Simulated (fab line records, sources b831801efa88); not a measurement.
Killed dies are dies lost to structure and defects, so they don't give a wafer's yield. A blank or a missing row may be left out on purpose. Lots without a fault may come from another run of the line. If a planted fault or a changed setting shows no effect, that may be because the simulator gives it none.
fab line records	flow sky130
[record] lots = 6	wafers = 18	last-day = 50
route steps=708 shown VT_ADJUST_HVTR@140 VT_ADJUST_PCH@143 SONOS_TUNNEL@154 SONOS_ONO@168 LI_CONTACT@365 CONTACT@411 VIA1@461 VIA2@510 VIA3@576 VIA4@642
lots with no fault: from the same line, run without faults
start-h: the number of hours between the record's first day and the start of the first shown wafer of the lot	wait-h: time in hours since the lot's previous step	" identical to the entry in the row above	L1.1+2: several wafers, shown together as one row	- value missing, or start not given	* or withheld: withheld	< > ~ a bound
route shown NAME@n: names a module that has steps shown in the file, with the first one's number in the route	usual: the fault-free wafers' mean and standard deviation	same: alike in all rows	chamber/n: place in a boat	sites: the reading at each site	_std_site: standard deviation across them	_edge_site: outer sites' mean less inner sites'	radius-mm: how far each site lies from the wafer's centre	mask NAME#n: copy n	behind: the last tool/chamber to shape the wafer	hold: reason for holding the lot/hours on hold/outcome of the hold	device: the transistor (n, p or np) that didn't switch	end of line: tests of these same wafers at the route's end	for a step that has no rows: nothing shown but its recipe	killed: at the first sort, the dies lost to defects and structure; wafer yield is something else	map: dies across one wafer; x = killed, . = not, _ = none there
set.NAME: the setting that was run; set.NAME@STEP: the one run at that earlier step	model.NAME: the simulator's own value behind a step, which no gauge read
lots seen at some steps along the route; tables by step, rows by wafer
services: when a tool's chamber went out of use (start-h, in hours from the record's first day, below 0 if earlier), for how many hours, and the reason
[[steps]]
[step SKY_VT_ADJUST_HVTR_IMPLANT_09]
[recipe] species = B	energy-kev = 10	dose-cm2 = 2.1e+12	tilt-deg = withheld
[step SKY_VT_ADJUST_HVTR_STRIP_10]
[recipe] chemistry = O2/N2	power-w = 1400	pressure-mtorr = 1500	platen-temp-c = withheld	o2-flow-sccm = 3000	n2-flow-sccm = 300	overash-fraction = 0.5
[usual] chamber-pressure-mTorr = 1500.2/1.3	drypump-motor-current-A = 6.2/0.4	o2-flow-sccm = 2997/8.4	oes-product-au = 0.716/0.0045	strip-time-to-endpoint-s = 14.20/0.037
lot.wafer	tool	chamber	start-h	wait-h	chamber-pressure-mTorr	drypump-motor-current-A	o2-flow-sccm	oes-product-au	rf-hours-counter-h	strip-time-to-endpoint-s
L316.1	plasma-asher-01	1	212.97	0.1	1500.2	5.4	2994	0.722	52	14.18
L316.2	"	0	"	"	1499.0	6.4	3006	0.721	52	14.23
L316.3	"	1	"	"	1501.4	5.3	3009	0.713	-	14.17
L326.2	plasma-asher-01	1	284.77	0.1	1501.5	5.3	2998	0.725	59	14.14
L326.4	"	1	"	"	1500.3	5.3	3003	0.719	-	14.13
L326.6	"	0	"	"	1501.2	6.3	2995	0.712	-	14.13
L327.2	plasma-asher-01	0	292.43	0.1	1499.8	6.4	3005	0.713	60	14.19
L327.4	"	0	"	"	1500.4	6.3	3007	0.718	-	14.18
L327.5	"	1	"	"	1499.8	5.3	3003	0.715	-	14.23
L328.2	plasma-asher-01	0	299.86	0.1	1498.5	6.3	3002	0.719	60	14.22
L328.3	"	1	"	"	1499.5	5.4	2993	0.717	-	14.21
L328.5	"	1	"	"	1501.9	5.4	2989	0.708	-	14.25
L332.1	plasma-asher-03	0	336.56	0.1	1498.6	6.0	2985	0.718	22	14.17
L332.3	"	1	"	"	1500.7	6.2	3008	0.719	-	14.14
L332.6	"	0	"	"	1500.8	6.0	2998	0.708	-	14.15
L337.3	plasma-asher-03	1	372.96	0.1	1499.5	6.2	3008	0.715	-	14.20
L337.4	"	0	"	"	1501.0	6.0	3004	0.713	-	14.18
L337.5	"	0	"	"	1498.1	6.0	3000	0.720	-	14.16
[step SKY_VT_ADJUST_HVTR_TW_MEAS_11]
[usual] VT_ADJUST_HVTR_TW = 210.3/2.1
lot.wafer	tool	chamber	start-h	wait-h	VT_ADJUST_HVTR_TW
L316.1	film-metro-01	-	213.07	0.1	214.0
L316.2	"	-	"	"	212.7
L316.3	"	-	"	"	212.6
L326.2	film-metro-01	-	284.88	0.1	213.4
L326.4	"	-	"	"	214.3
L326.6	"	-	"	"	213.3
L327.2	film-metro-01	-	292.54	0.1	211.9
L327.4	"	-	"	"	211.5
L327.5	"	-	"	"	213.6
L328.2	film-metro-01	-	299.97	0.1	212.2
L328.3	"	-	"	"	211.9
L328.5	"	-	"	"	211.8
L332.1	film-metro-04	-	336.66	0.1	208.5
L332.3	"	-	"	"	206.9
L332.6	"	-	"	"	208.6
L337.3	film-metro-04	-	373.05	0.1	208.5
L337.4	"	-	"	"	209.8
L337.5	"	-	"	"	209.2
[step SKY_VT_ADJUST_PCH_DEHYDRATE_00]
[recipe] temp-c = 200	time-s = 60
[step SKY_VT_ADJUST_PCH_HMDS_01]
[recipe] prime-time-s = 60	prime-temp-c = 120
[step SKY_VT_ADJUST_PCH_COAT_02]
[recipe] spin-rpm = 2000	resist-thk-nm = 3000
[step SKY_VT_ADJUST_PCH_SOFTBAKE_03]
[recipe] temp-c = 110	time-s = withheld
[step SKY_VT_ADJUST_PCH_EXPOSE_04]
[recipe] mask-id = NWM	na = 0.6	source-shape = conventional	sigma-outer = 0.6	polarization = unpolarized	target-cd-nm = 840	dose-mj = 255
[step SKY_VT_ADJUST_PCH_PEB_05]
[recipe] temp-c = 115	time-s = withheld
[step SKY_VT_ADJUST_PCH_DEVELOP_06]
[recipe] wall-angle-deg = 90	developer = TMAH	develop-time-s = 60	dev-temp-c = 23
[step SKY_VT_ADJUST_PCH_OVL_MEAS_07]
[usual] VT_ADJUST_PCH_OVL = -0.1/1.3
lot.wafer	tool	chamber	start-h	wait-h	VT_ADJUST_PCH_OVL[nm]
L316.1	overlay-02	-	234.76	-	0.6
L316.2	"	-	"	"	1.2
L316.3	"	-	"	"	0.1
L326.2	overlay-02	-	310.72	-	-1.4
L326.4	"	-	"	"	-0.8
L326.6	"	-	"	"	-0.8
L327.2	overlay-02	-	318.79	-	1.2
L327.4	"	-	"	"	0.2
L327.5	"	-	"	"	1.5
L328.2	overlay-02	-	326.52	-	-0.4
L328.3	"	-	"	"	-0.5
L328.5	"	-	"	"	-0.1
L332.1	overlay-01	-	363.63	-	-3.7
L332.3	"	-	"	"	-1.2
L332.6	"	-	"	"	-2.6
L337.3	overlay-02	-	401.14	-	-1.2
L337.4	"	-	"	"	-3.0
L337.5	"	-	"	"	-2.3
[step SKY_VT_ADJUST_PCH_IMPLANT_08]
[recipe] species = B	energy-kev = 10	dose-cm2 = 5e+11	tilt-deg = withheld
[step SKY_VT_ADJUST_PCH_STRIP_09]
[recipe] chemistry = O2/N2	power-w = 1400	pressure-mtorr = 1500	platen-temp-c = withheld	o2-flow-sccm = 3000	n2-flow-sccm = 300	overash-fraction = 0.5
[usual] chamber-pressure-mTorr = 1500.0/1.3	drypump-motor-current-A = 5.9/0.6	o2-flow-sccm = 2999/8.6	oes-product-au = 0.723/0.0046	strip-time-to-endpoint-s = 36.95/0.097
lot.wafer	tool	chamber	start-h	wait-h	chamber-pressure-mTorr	drypump-motor-current-A	o2-flow-sccm	oes-product-au	rf-hours-counter-h	strip-time-to-endpoint-s	model.coat_of_VT_ADJUST_PCH_COAT_02.thk-nm
L316.1	plasma-asher-01	0	234.95	0.1	1500.8	6.3	3013	0.729	54	37.02	0
L316.2	"	1	"	"	1501.1	5.3	3017	0.722	54	37.03	0
L316.3	"	0	"	"	1499.6	6.3	2996	0.730	-	37.02	0
L326.2	plasma-asher-01	1	310.90	0.1	1501.1	5.3	2999	0.723	61	37.00	0
L326.4	"	1	"	"	1501.5	5.3	2999	0.718	-	36.98	0
L326.6	"	1	"	"	1498.8	5.3	3009	0.722	-	37.09	0
L327.2	plasma-asher-01	1	318.97	0.1	-	-	-	-	-	-	2999
L327.4	"	0	"	"	-	-	-	-	-	-	2999
L327.5	"	0	"	"	-	-	-	-	-	-	2998
L328.2	plasma-asher-02	0	326.70	0.1	-	-	-	-	-	-	2998
L328.3	"	0	"	"	-	-	-	-	-	-	2988
L328.5	"	1	"	"	-	-	-	-	-	-	2978
L332.1	plasma-asher-02	0	363.82	0.1	1500.4	5.0	3016	0.723	57	37.02	0
L332.3	"	1	"	"	1500.6	5.6	3015	0.723	-	37.01	0
L332.6	"	1	"	"	1499.1	5.6	3011	0.723	-	36.97	0
L337.3	plasma-asher-04	0	401.35	0.1	1500.9	6.4	2995	0.714	-	37.14	0
L337.4	"	1	"	"	1499.9	6.6	3003	0.716	-	37.04	0
L337.5	"	1	"	"	1500.9	6.6	3005	0.723	-	36.97	0
[step SKY_VT_ADJUST_PCH_TW_MEAS_10]
[usual] VT_ADJUST_PCH_TW = 142.3/1.2
lot.wafer	tool	chamber	start-h	wait-h	VT_ADJUST_PCH_TW
L316.1	film-metro-01	-	235.05	0.1	143.8
L316.2	"	-	"	"	144.4
L316.3	"	-	"	"	144.4
L326.2	film-metro-03	-	311.01	0.1	141.2
L326.4	"	-	"	"	141.3
L326.6	"	-	"	"	140.7
L327.2	film-metro-03	-	319.08	0.1	141.2
L327.4	"	-	"	"	141.2
L327.5	"	-	"	"	141.5
L328.2	film-metro-02	-	326.81	0.1	143.2
L328.3	"	-	"	"	143.5
L328.5	"	-	"	"	143.2
L332.1	film-metro-01	-	363.92	0.1	142.7
L332.3	"	-	"	"	143.3
L332.6	"	-	"	"	142.3
L337.3	film-metro-03	-	401.44	0.1	141.4
L337.4	"	-	"	"	142.2
L337.5	"	-	"	"	141.5
[step SKY_SONOS_TUNNEL_DEHYDRATE_00]
[recipe] temp-c = 200	time-s = 60
[step SKY_SONOS_TUNNEL_HMDS_01]
[recipe] prime-time-s = 60	prime-temp-c = 120
[step SKY_SONOS_TUNNEL_COAT_02]
[recipe] resist = NOVOLAK	spin-rpm = 3000	resist-thk-nm = 1140
[step SKY_SONOS_TUNNEL_SOFTBAKE_03]
[recipe] temp-c = 90	time-s = 60	resist = NOVOLAK
[step SKY_SONOS_TUNNEL_EXPOSE_04]
[recipe] mask-id = TUNM	na = 0.6	source-shape = conventional	sigma-outer = 0.6	polarization = unpolarized	target-cd-nm = 410	dose-mj = 136
[step SKY_SONOS_TUNNEL_PEB_05]
[recipe] temp-c = withheld	time-s = *	resist = NOVOLAK
[step SKY_SONOS_TUNNEL_DEVELOP_06]
[recipe] resist = NOVOLAK	developer = TMAH	develop-time-s = 58.77	dev-temp-c = 23
[step SKY_SONOS_TUNNEL_CD_MEAS_07]
[recipe] target-cd-nm = 410
[usual] cd-nm = 410.2/2.6
lot.wafer	tool	chamber	start-h	wait-h	cd-nm
L316.1	cd-sem-01	-	256.77	0.1	408.0
L316.2	"	-	"	"	407.2
L316.3	"	-	"	"	407.2
L326.2	cd-sem-02	-	336.89	0.1	412.2
L326.4	"	-	"	"	413.8
L326.6	"	-	"	"	412.1
L327.2	cd-sem-01	-	345.75	0.1	410.3
L327.4	"	-	"	"	409.8
L327.5	"	-	"	"	410.3
L328.2	cd-sem-01	-	353.69	0.1	408.4
L328.3	"	-	"	"	410.5
L328.5	"	-	"	"	408.9
L332.1	cd-sem-01	-	391.41	0.1	409.4
L332.3	"	-	"	"	410.0
L332.6	"	-	"	"	412.3
L337.3	cd-sem-02	-	431.05	0.1	408.2
L337.4	"	-	"	"	408.8
L337.5	"	-	"	"	408.3
[step SKY_SONOS_TUNNEL_OVL_MEAS_08]
[usual] SONOS_TUNNEL_OVL = 0.9/1.4
lot.wafer	tool	chamber	start-h	wait-h	SONOS_TUNNEL_OVL[nm]
L316.1	overlay-02	-	256.89	0.1	1.4
L316.2	"	-	"	"	1.6
L316.3	"	-	"	"	0.8
L326.2	overlay-01	-	337.00	0.1	0.8
L326.4	"	-	"	"	1.4
L326.6	"	-	"	"	2.9
L327.2	overlay-02	-	345.86	0.1	-0.3
L327.4	"	-	"	"	-0.6
L327.5	"	-	"	"	0.8
L328.2	overlay-01	-	353.80	0.1	0.6
L328.3	"	-	"	"	0.2
L328.5	"	-	"	"	2.8
L332.1	overlay-01	-	391.53	0.1	0.1
L332.3	"	-	"	"	-1.2
L332.6	"	-	"	"	0.1
L337.3	overlay-02	-	431.15	0.1	0.8
L337.4	"	-	"	"	1.6
L337.5	"	-	"	"	2.7
[step SKY_SONOS_TUNNEL_IMPLANT_09]
[recipe] species = B	energy-kev = 20	dose-cm2 = 1e+12	tilt-deg = withheld
[step SKY_SONOS_TUNNEL_WET_ETCH_10]
[recipe] chemistry = dHF	target-depth-nm = 14	target = SiO2	dilution = 100:1	temp-c = 25	time-s = 280
[step SKY_SONOS_TUNNEL_STRIP_11]
[recipe] chemistry = SPM	time-s = 600	temp-c = 130
[usual] bath-guard-temp-C = 130.0/0.59	bath-heat-duty-pct = 15.2/1.4
lot.wafer	tool	chamber	start-h	wait-h	bath-guard-temp-C	bath-heat-duty-pct	model.NOVOLAK_of_SONOS_TUNNEL_COAT_02.thk-nm
L316.1	wet-bench-04	0	257.17	0.0	130.6	13.1	0
L316.2	"	0	"	"	130.3	14.7	0
L316.3	"	0	"	"	129.9	11.5	0
L326.2	wet-bench-01	2	337.27	0.0	129.9	15.8	0
L326.4	"	2	"	"	130.2	15.7	0
L326.6	"	2	"	"	130.2	14.8	0
L327.2	wet-bench-01	0	346.13	0.0	129.9	15.2	1141
L327.4	"	0	"	"	129.8	17.0	1143
L327.5	"	0	"	"	129.6	14.9	1146
L328.2	wet-bench-04	1	354.07	0.0	129.4	15.9	1136
L328.3	"	1	"	"	129.4	14.9	1135
L328.5	"	1	"	"	129.5	16.3	1138
L332.1	wet-bench-01	0	391.81	0.0	129.6	15.0	0
L332.3	"	0	"	"	129.8	14.7	0
L332.6	"	0	"	"	130.0	14.0	0
L337.3	wet-bench-01	3	431.41	0.0	130.8	15.1	0
L337.4	"	3	"	"	130.8	14.9	0
L337.5	"	3	"	"	130.6	13.5	0
[step SKY_SONOS_TUNNEL_TW_MEAS_12]
[usual] SONOS_TUNNEL_TW = 196.2/1.6
lot.wafer	tool	chamber	start-h	wait-h	SONOS_TUNNEL_TW
L316.1	film-metro-02	-	257.52	0.0	198.6
L316.2	"	-	"	"	197.3
L316.3	"	-	"	"	197.7
L326.2	film-metro-02	-	337.46	0.0	196.7
L326.4	"	-	"	"	196.1
L326.6	"	-	"	"	197.8
L327.2	film-metro-03	-	346.33	0.0	29.7
L327.4	"	-	"	"	29.6
L327.5	"	-	"	"	29.5
L328.2	film-metro-03	-	354.27	0.0	29.6
L328.3	"	-	"	"	29.6
L328.5	"	-	"	"	29.7
L332.1	film-metro-02	-	391.99	0.0	196.9
L332.3	"	-	"	"	196.8
L332.6	"	-	"	"	196.9
L337.3	film-metro-03	-	431.60	0.0	197.4
L337.4	"	-	"	"	196.7
L337.5	"	-	"	"	196.4
[step SKY_SONOS_TUNNEL_CLEAN_13]
[recipe] chemistry = dHF	time-s = 20	dilution = 100:1	dry = ipa-marangoni
[step SKY_SONOS_ONO_OXIDATION_00]
[recipe] temp-c = 800	ambient = O2	idle-temp-c = 700	ramp-up-c-per-min = 10	ramp-down-c-per-min = 3	stabilise-s = 600	purge-s = 300	target-thk-a = 26	ox-time-s = 1249
[step SKY_SONOS_ONO_THK_MEAS_01]
[recipe] reads = SiO2_of_SONOS_ONO_OXIDATION_00
[usual] SONOS_ONO_OXIDATION_THK = 2.60/0.057
lot.wafer	tool	chamber	start-h	wait-h	SONOS_ONO_OXIDATION_THK[nm]
L316.1	film-metro-03	-	265.87	0.0	2.55
L316.2	"	-	"	"	2.59
L316.3	"	-	"	"	2.61
L326.2	film-metro-04	-	340.46	0.0	2.63
L326.4	"	-	"	"	2.50
L326.6	"	-	"	"	2.57
L327.2	film-metro-01	-	347.99	0.0	2.66
L327.4	"	-	"	"	2.62
L327.5	"	-	"	"	2.62
L328.2	film-metro-03	-	355.78	0.0	2.51
L328.3	"	-	"	"	2.50
L328.5	"	-	"	"	2.58
L332.1	film-metro-03	-	394.67	0.0	2.65
L332.3	"	-	"	"	2.60
L332.6	"	-	"	"	2.63
L337.3	film-metro-03	-	433.43	0.0	2.49
L337.4	"	-	"	"	2.51
L337.5	"	-	"	"	2.58
[step SKY_SONOS_ONO_CVD_02]
[recipe] material = Si3N4	precursor = DCS/NH3	target-thk-nm = 10.5	temp-c = 770	time-s = 180	pressure-mtorr = 250
[step SKY_SONOS_ONO_THK_MEAS_03]
[recipe] reads = Si3N4_of_SONOS_ONO_CVD_02
[usual] SONOS_ONO_CVD_02_THK = 10.45/0.12
lot.wafer	tool	chamber	start-h	wait-h	SONOS_ONO_CVD_02_THK[nm]
L316.1	film-metro-03	-	267.37	0.0	10.29
L316.2	"	-	"	"	10.19
L316.3	"	-	"	"	10.16
L326.2	film-metro-01	-	341.57	0.0	10.51
L326.4	"	-	"	"	10.50
L326.6	"	-	"	"	10.57
L327.2	film-metro-01	-	349.54	0.0	10.43
L327.4	"	-	"	"	10.51
L327.5	"	-	"	"	10.48
L328.2	film-metro-01	-	357.51	0.0	10.57
L328.3	"	-	"	"	10.55
L328.5	"	-	"	"	10.57
L332.1	film-metro-01	-	397.82	0.0	10.43
L332.3	"	-	"	"	10.37
L332.6	"	-	"	"	10.50
L337.3	film-metro-03	-	435.91	0.0	10.53
L337.4	"	-	"	"	10.53
L337.5	"	-	"	"	10.52
[step SKY_SONOS_ONO_CVD_04]
[recipe] material = SiO2	precursor = SiH4/N2O	target-thk-nm = 5.7199	temp-c = 900	pressure-mtorr = 400
[step SKY_SONOS_ONO_THK_MEAS_05]
[recipe] reads = SiO2_of_SONOS_ONO_CVD_04
[usual] SONOS_ONO_CVD_04_THK = 5.75/0.11
lot.wafer	tool	chamber	start-h	wait-h	SONOS_ONO_CVD_04_THK[nm]
L316.1	film-metro-03	-	268.68	0.0	5.59
L316.2	"	-	"	"	5.62
L316.3	"	-	"	"	5.62
L326.2	film-metro-03	-	342.88	0.0	5.81
L326.4	"	-	"	"	5.74
L326.6	"	-	"	"	5.69
L327.2	film-metro-04	-	350.85	0.0	5.74
L327.4	"	-	"	"	5.75
L327.5	"	-	"	"	5.83
L328.2	film-metro-03	-	358.82	0.0	5.88
L328.3	"	-	"	"	5.79
L328.5	"	-	"	"	5.78
L332.1	film-metro-03	-	401.11	0.0	5.67
L332.3	"	-	"	"	5.68
L332.6	"	-	"	"	5.66
L337.3	film-metro-03	-	437.22	0.0	5.75
L337.4	"	-	"	"	5.84
L337.5	"	-	"	"	5.82
[step SKY_SONOS_ONO_DEHYDRATE_06]
[recipe] temp-c = 200	time-s = 60
[step SKY_SONOS_ONO_HMDS_07]
[recipe] prime-time-s = 60	prime-temp-c = 120
[step SKY_SONOS_ONO_COAT_08]
[recipe] resist = NOVOLAK	spin-rpm = 3000	resist-thk-nm = 1140
[step SKY_SONOS_ONO_SOFTBAKE_09]
[recipe] temp-c = 90	time-s = 60	resist = NOVOLAK
[step SKY_SONOS_ONO_EXPOSE_10]
[recipe] mask-id = ONOM	target-cd-nm = 410	na = 0.6	source-shape = conventional	sigma-outer = 0.6	dose-mj = 150
[step SKY_SONOS_ONO_PEB_11]
[recipe] temp-c = withheld	time-s = *	resist = NOVOLAK
[step SKY_SONOS_ONO_DEVELOP_12]
[recipe] develop-time-s = 60	dev-temp-c = 23
[step SKY_SONOS_ONO_CD_MEAS_13]
[recipe] target-cd-nm = 410
[usual] cd-nm = 410.1/2.4
lot.wafer	tool	chamber	start-h	wait-h	cd-nm
L316.1	cd-sem-01	-	292.36	0.1	410.8
L316.2	"	-	"	"	411.7
L316.3	"	-	"	"	411.9
L326.2	cd-sem-02	-	370.50	0.1	411.8
L326.4	"	-	"	"	411.8
L326.6	"	-	"	"	412.1
L327.2	cd-sem-02	-	378.57	0.1	407.8
L327.4	"	-	"	"	409.4
L327.5	"	-	"	"	408.9
L328.2	cd-sem-02	-	385.62	0.1	408.9
L328.3	"	-	"	"	408.5
L328.5	"	-	"	"	410.1
L332.1	cd-sem-01	-	430.67	0.1	408.1
L332.3	"	-	"	"	409.5
L332.6	"	-	"	"	409.6
L337.3	cd-sem-02	-	467.84	0.1	410.4
L337.4	"	-	"	"	410.5
L337.5	"	-	"	"	409.2
[step SKY_LI_CONTACT_BOW_MEAS_03]
[recipe] mode = bow
[usual] LI_CONTACT_BOW = 55/6.4
lot.wafer	tool	chamber	start-h	wait-h	LI_CONTACT_BOW[um]
L316.1	film-metro-01	-	660.00	0.2	60
L316.2	"	-	"	"	59
L316.3	"	-	"	"	55
L326.2	film-metro-03	-	738.59	0.2	54
L326.4	"	-	"	"	59
L326.6	"	-	"	"	50
L327.2	film-metro-03	-	747.22	0.1	19
L327.4	"	-	"	"	14
L327.5	"	-	"	"	20
L328.2	film-metro-02	-	757.21	0.2	21
L328.3	"	-	"	"	36
L328.5	"	-	"	"	23
L332.1	film-metro-03	-	793.26	0.2	57
L332.3	"	-	"	"	43
L332.6	"	-	"	"	58
L337.3	film-metro-02	-	823.55	0.2	61
L337.4	"	-	"	"	55
L337.5	"	-	"	"	55
[step SKY_CONTACT_BOW_MEAS_05]
[recipe] mode = bow
[usual] CONTACT_BOW = 81/6.4
lot.wafer	tool	chamber	start-h	wait-h	CONTACT_BOW[um]
L316.1	film-metro-04	-	718.95	0.2	83
L316.2	"	-	"	"	84
L316.3	"	-	"	"	79
L326.2	film-metro-03	-	794.82	0.3	82
L326.4	"	-	"	"	85
L326.6	"	-	"	"	77
L327.2	film-metro-04	-	803.39	0.2	50
L327.4	"	-	"	"	42
L327.5	"	-	"	"	48
L328.2	film-metro-03	-	812.86	0.1	44
L328.3	"	-	"	"	59
L328.5	"	-	"	"	45
L332.1	film-metro-04	-	848.95	0.1	84
L332.3	"	-	"	"	70
L332.6	"	-	"	"	84
L337.3	film-metro-04	-	878.28	0.1	84
L337.4	"	-	"	"	78
L337.5	"	-	"	"	78
[step SKY_VIA1_BOW_MEAS_03]
[recipe] mode = bow
[usual] VIA1_BOW = 80/7
lot.wafer	tool	chamber	start-h	wait-h	VIA1_BOW[um]
L316.1	film-metro-01	-	776.53	0.1	85
L316.2	"	-	"	"	85
L316.3	"	-	"	"	80
L326.2	film-metro-02	-	850.80	0.2	80
L326.4	"	-	"	"	84
L326.6	"	-	"	"	77
L327.2	film-metro-02	-	858.91	0.1	52
L327.4	"	-	"	"	44
L327.5	"	-	"	"	50
L328.2	film-metro-01	-	868.38	0.3	45
L328.3	"	-	"	"	59
L328.5	"	-	"	"	47
L332.1	film-metro-02	-	903.80	0.1	85
L332.3	"	-	"	"	69
L332.6	"	-	"	"	85
L337.3	film-metro-01	-	932.35	0.3	84
L337.4	"	-	"	"	79
L337.5	"	-	"	"	78
[step SKY_VIA2_BOW_MEAS_03]
[recipe] mode = bow
[usual] VIA2_BOW = 85/7.1
lot.wafer	tool	chamber	start-h	wait-h	VIA2_BOW[um]
L316.1	film-metro-04	-	832.52	0.2	90
L316.2	"	-	"	"	90
L316.3	"	-	"	"	86
L326.2	film-metro-04	-	904.75	0.2	81
L326.4	"	-	"	"	84
L326.6	"	-	"	"	75
L327.2	film-metro-03	-	914.45	0.2	54
L327.4	"	-	"	"	48
L327.5	"	-	"	"	54
L328.2	film-metro-03	-	922.28	0.2	50
L328.3	"	-	"	"	65
L328.5	"	-	"	"	54
L332.1	film-metro-04	-	955.28	0.1	87
L332.3	"	-	"	"	73
L332.6	"	-	"	"	87
L337.3	film-metro-03	-	982.92	0.2	87
L337.4	"	-	"	"	82
L337.5	"	-	"	"	83
[step SKY_VIA3_BOW_MEAS_03]
[recipe] mode = bow
[usual] VIA3_BOW = 80/8.7
lot.wafer	tool	chamber	start-h	wait-h	VIA3_BOW[um]
L316.1	film-metro-03	-	914.73	0.1	80
L316.2	"	-	"	"	81
L316.3	"	-	"	"	78
L326.2	film-metro-03	-	981.39	0.3	74
L326.4	"	-	"	"	77
L326.6	"	-	"	"	68
L327.2	film-metro-02	-	990.00	0.2	53
L327.4	"	-	"	"	45
L327.5	"	-	"	"	53
L328.2	film-metro-02	-	999.58	0.2	48
L328.3	"	-	"	"	63
L328.5	"	-	"	"	50
L332.1	film-metro-01	-	1029.94	0.2	86
L332.3	"	-	"	"	72
L332.6	"	-	"	"	86
L337.3	film-metro-02	-	1056.24	0.3	87
L337.4	"	-	"	"	82
L337.5	"	-	"	"	80
[step SKY_VIA4_BOW_MEAS_03]
[recipe] mode = bow
[usual] VIA4_BOW = 78/8.7
lot.wafer	tool	chamber	start-h	wait-h	VIA4_BOW[um]
L316.1	film-metro-03	-	991.72	0.2	84
L316.2	"	-	"	"	82
L316.3	"	-	"	"	80
L326.2	film-metro-01	-	1053.41	0.2	78
L326.4	"	-	"	"	83
L326.6	"	-	"	"	72
L327.2	film-metro-04	-	1062.41	0.1	52
L327.4	"	-	"	"	44
L327.5	"	-	"	"	51
L328.2	film-metro-03	-	1071.01	0.1	48
L328.3	"	-	"	"	63
L328.5	"	-	"	"	50
L332.1	film-metro-01	-	1098.06	0.1	84
L332.3	"	-	"	"	70
L332.6	"	-	"	"	84
L337.3	film-metro-04	-	1121.98	0.2	83
L337.4	"	-	"	"	80
L337.5	"	-	"	"	79
[[services]]
tool	chamber	start-h	hours	kind
plasma-asher-04	-	208.07	2.9	repair
plasma-asher-01	-	292.88	4.0	repair
plasma-asher-03	-	327.24	2.8	pm
plasma-asher-01	-	335.88	2.8	pm
plasma-asher-01	-	363.35	2.0	repair
wet-bench-01	-	365.65	1.9	pm
plasma-asher-04	-	380.50	4.2	repair
plasma-asher-03	-	416.10	1.1	repair
plasma-asher-03	-	421.02	1.7	repair
plasma-asher-04	-	421.25	9.0	pm
plasma-asher-04	0	421.25	9.0	vent-cycle
plasma-asher-04	1	421.25	9.0	vent-cycle
plasma-asher-04	-	422.93	0.6	repair
plasma-asher-04	0	430.25	-	clean
plasma-asher-04	1	430.25	-	clean
[[key]]
[first-sign] step = SKY_VT_ADJUST_PCH_STRIP_09	reading = tool-record	direction = missing
[effect] step = SKY_SONOS_TUNNEL_TW_MEAS_12	reading = SONOS_TUNNEL_TW	direction = down	sigmas = 99+	usual = 196.2	struck = 29.6
[effect] step = SKY_LI_CONTACT_BOW_MEAS_03	reading = LI_CONTACT_BOW	direction = down	sigmas = 5.2	usual = 55	struck = 22
[effect] step = SKY_CONTACT_BOW_MEAS_05	reading = CONTACT_BOW	direction = down	sigmas = 5.1	usual = 81	struck = 48
[effect] step = SKY_VIA1_BOW_MEAS_03	reading = VIA1_BOW	direction = down	sigmas = 4.4	usual = 80	struck = 49
[effect] step = SKY_VIA2_BOW_MEAS_03	reading = VIA2_BOW	direction = down	sigmas = 4.3	usual = 85	struck = 54
[effect] step = SKY_VIA3_BOW_MEAS_03	reading = VIA3_BOW	direction = down	sigmas = 3.2	usual = 80	struck = 52
[effect] step = SKY_VIA4_BOW_MEAS_03	reading = VIA4_BOW	direction = down	sigmas = 3.1	usual = 78	struck = 51
[model-effect] step = SKY_VT_ADJUST_PCH_STRIP_09	value = coat_of_VT_ADJUST_PCH_COAT_02.thk-nm	without = 0	struck = 2993
[model-effect] step = SKY_SONOS_TUNNEL_STRIP_11	value = NOVOLAK_of_SONOS_TUNNEL_COAT_02.thk-nm	without = 0	struck = 1140
met-at SKY_VT_ADJUST_PCH_STRIP_09
struck-wafers L327.2,L327.4,L327.5,L328.2,L328.3,L328.5
sort-left-out L327.2,L327.4,L327.5,L328.2,L328.3,L328.5
tester-left-out L327,L328
onset-between 310.90 318.97
[fault] kind = skipped-step-whole	tool = plasma-asher-01,plasma-asher-02	chamber = -	onset-h = 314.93	steps = SKY_VT_ADJUST_PCH_STRIP_09	scope = struck-lots-only
// tester-left-out: of these lots the tester's yield and bins aren't shown, on N5 and GAA mostly nor the transistor test; their killed dies are dies lost to structure and defects alone, not to doping, threshold or leakage, so they don't give the yield
// sort-left-out: the simulated sort isn't trusted on such a fault, so these wafers' sort isn't shown, and their yield isn't known
